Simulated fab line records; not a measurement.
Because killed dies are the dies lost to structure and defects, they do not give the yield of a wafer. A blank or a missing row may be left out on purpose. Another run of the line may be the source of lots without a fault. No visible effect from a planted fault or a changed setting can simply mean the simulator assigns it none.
Chamber matching | flow gf180mcu | cmp-02 running GF_STI_CMP_25: 4 sister chambers
The step polishes, stops on Si3N4, t overpolish 33 s, target thk 524.6 nm. 20 wafers are shown with their chamber, then 10 later ones without.

## WAFERS PAIRED WITH THEIR CHAMBERS
wafer  | chamber | motor current A (A) | time to endpoint s (s) | overpolish run s (s)
L113.2 | 0       | 10.9                | 120                    | 32.995
L113.3 | 3       | 12.3                | 120                    | 33.019
L113.5 | 0       | 11.3                | 121                    | 32.992
L115.1 | 0       | 10.8                | 124                    | 32.990
L115.2 | 1       | 14.2                | 121                    | 32.989
L115.4 | 2       | 10.2                | 124                    | 32.995
L116.1 | 1       | 13.2                | 121                    | 32.999
L116.2 | 3       | 12.1                | 118                    | 33.002
L116.5 | 2       | 10.6                | 123                    | 33.001
L117.2 | 1       | 13.6                | 122                    | 32.988
L117.4 | 0       | 10.4                | 125                    | 33.003
L117.6 | 0       | 10.6                | 123                    | 32.993
L118.1 | 3       | 11.5                | 115                    | 32.995
L118.3 | 2       | 10.3                | 125                    | 33.002
L118.4 | 1       | 14.0                | 122                    | 32.978
L120.2 | 2       | 10.8                | 124                    | 33.014
L120.5 | 2       | 9.9                 | 124                    | 33.012
L120.6 | 3       | 12.6                | 115                    | 33.000
L121.2 | 1       | 14.6                | 119                    | 33.013
L121.3 | 3       | 12.0                | 117                    | 32.996

SIGNATURES, as means of the wafers listed above
reading            | chamber 0 | chamber 1 | chamber 2 | chamber 3 | scatter within a chamber
motor current A    | 10.800    | 13.920    | 10.360    | 12.100    | 0.417
time to endpoint s | 122.60    | 121.00    | 124.00    | 117.00    | 1.64
overpolish run s   | 32.99460  | 32.99340  | 33.00480  | 33.00240  | 0.00947
Rule: a wafer's distance from a chamber is the root of the sum, over the readings, of the square of ((its reading less the chamber's mean) divided by the reading's scatter). The wafer belongs to the nearest chamber; if the next one is less than 2 further off, it can't be placed. The scatter is the square root of a quotient: the sum, over the shown wafers, of each reading's squared deviation from its chamber's mean, divided by wafers minus chambers.

## WAFERS WITHOUT THEIR CHAMBER
wafer  | motor current A (A) | time to endpoint s (s) | overpolish run s (s)
L121.5 | 11.3                | 123                    | 33.002
L127.4 | 9.9                 | 124                    | 32.997
L127.5 | 12.1                | 116                    | 32.992
L127.6 | 10.6                | 125                    | 32.978
L129.1 | 13.5                | 125                    | 32.996
L129.3 | 10.7                | 120                    | 33.005
L129.6 | 12.0                | 119                    | 33.003
L130.1 | 14.4                | 120                    | 33.003
L130.4 | 12.3                | 116                    | 33.008
L130.6 | 14.0                | 119                    | 33.001

## WHICH CHAMBER EACH ONE RAN IN
wafer  | from the rows above          | in truth
L121.5 | can't be placed: 0 or 2      | 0
L127.4 | can't be placed: 2 or 0      | 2
L127.5 | 3                            | 3
L127.6 | can't be placed: 0 or 2      | 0
L129.1 | 1                            | 1
L129.3 | can't be placed: 0 or 2 or 3 | 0
L129.6 | 3                            | 3
L130.1 | 1                            | 1
L130.4 | 3                            | 3
L130.6 | 1                            | 1
Placed correctly: 6 of 10. Cannot be placed on the basis of these rows: 4; the candidates contain the true chamber in 4. Wrongly placed: 0.
